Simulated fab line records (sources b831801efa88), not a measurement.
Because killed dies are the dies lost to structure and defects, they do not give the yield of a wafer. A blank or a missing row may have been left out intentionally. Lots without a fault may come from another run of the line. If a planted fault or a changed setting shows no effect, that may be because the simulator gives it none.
Check of tool commonality	flow sky130	12 lots, 36 wafers sampled

== WHY IT WAS OPENED ==
2 of 12 lots carry a flag on the reading METAL2_OVL at SKY_METAL2_OVL_MEAS_16. No-fault wafers: 0 nm, standard deviation 5.8.
Rule: a lot is flagged when every wafer of it that has a number lies more than 4 standard deviations from that mean, or none has a number. The other lots count as sound.

lot	measured	on	METAL2_OVL (nm), wafer by wafer	flag
L555	day 35 19:31	overlay-01	8 6 4	
L556	day 36 05:14	overlay-02	9 19 16	
L559	day 36 13:40	overlay-02	2 -5 -1	
L561	day 37 14:32	overlay-02	2 7 2	
L563	day 37 14:46	overlay-02	-9 -4 -7	
L566	day 38 19:30	overlay-02	0 -1 0	
L568	day 39 02:28	overlay-02	2 0 0	
L569	day 39 08:28	overlay-01	-3 1 1	
L570	day 39 14:14	overlay-02	11 8 6	
L573	day 40 17:26	overlay-01	45 41 41	FLAGGED
L574	day 40 18:43	overlay-01	33 35 34	FLAGGED
L578	day 41 21:11	overlay-02	1 2 2	
The mean of the flagged lots' numbers is 38 nm, +38 nm from the usual (+7 standard deviations).

== WHICH TOOL RAN EACH LOT ==
2 process steps preceding the reading are held in the record, out of 708 steps in the route. Cell contents, in order: the tool; ch with the chambers the sampled wafers went through; the start.
lot	flag	SKY_METAL2_SPUTTER_03	SKY_METAL2_EXPOSE_12
L555		pvdSputter-04, day 34 16:54	krfScanner-02 ch 0, day 35 06:58
L556		pvdSputter-04, day 35 02:14	krfScanner-02 ch 0, day 35 15:11
L559		pvdSputter-01, day 35 11:05	krfScanner-02 ch 0, day 36 00:22
L561		pvdSputter-03, day 36 13:11	krfScanner-01 ch 0, day 37 01:50
L563		pvdSputter-01, day 36 13:31	krfScanner-01 ch 0, day 37 02:00
L566		pvdSputter-04, day 37 18:18	krfScanner-02 ch 0, day 38 07:10
L568		pvdSputter-03, day 38 01:33	krfScanner-02 ch 0, day 38 14:23
L569		pvdSputter-04, day 38 07:50	krfScanner-01 ch 0, day 38 20:19
L570		pvdSputter-01, day 38 13:16	krfScanner-01 ch 0, day 39 02:00
L573	FLAGGED	pvdSputter-04, day 39 17:24	krfScanner-02 ch 0, day 40 05:41
L574	FLAGGED	pvdSputter-03, day 39 18:18	krfScanner-02 ch 0, day 40 06:46
L578		pvdSputter-03, day 40 20:29	krfScanner-01 ch 0, day 41 09:11
What these steps do:
- SKY_METAL2_SPUTTER_03: material Ti, target thk 5 nm, time 3.3 s.
- SKY_METAL2_EXPOSE_12: exposes mask MM2, target cd 140 nm.
- SKY_METAL2_OVL_MEAS_16

== FLAGGED OVER TOTAL, TOOL BY TOOL (the gauges that took the reading come last) ==
step	tool	lots run	flagged	share of the flagged lots	sound lots run after its first flagged lot
SKY_METAL2_SPUTTER_03	pvdSputter-01	3	0	none	-
SKY_METAL2_SPUTTER_03	pvdSputter-03	4	1	some	1 (L578)
SKY_METAL2_SPUTTER_03	pvdSputter-04	5	1	some	0
SKY_METAL2_EXPOSE_12	krfScanner-01	5	0	none	-
SKY_METAL2_EXPOSE_12	krfScanner-02	7	2	all	0
SKY_METAL2_OVL_MEAS_16	overlay-01	4	2	all	0
SKY_METAL2_OVL_MEAS_16	overlay-02	8	0	none	-

== WHAT IS ALLOWED BY THE TABLE ==
In 2 table rows, all flagged lots were run: krfScanner-02 (SKY_METAL2_EXPOSE_12), overlay-01 (SKY_METAL2_OVL_MEAS_16).
- krfScanner-02 at SKY_METAL2_EXPOSE_12: 2 of its 7 lots flagged. It ran its last sound lot, L568, at day 38 14:23 and its first flagged lot, L573, at day 40 05:41: a fault with its onset between the two fits.
- overlay-01 at SKY_METAL2_OVL_MEAS_16: 2 of its 4 lots flagged. It ran its last sound lot, L569, at day 39 08:28 and its first flagged lot, L573, at day 40 17:26: a fault with its onset between the two fits.
A lot count leaves these 2 tools indistinguishable: every one of them fits a fault beginning at some hour. More lots, or a look at what each step does to the wafer, might.

== WHAT WAS PUT IN BY THE SIMULATOR ==
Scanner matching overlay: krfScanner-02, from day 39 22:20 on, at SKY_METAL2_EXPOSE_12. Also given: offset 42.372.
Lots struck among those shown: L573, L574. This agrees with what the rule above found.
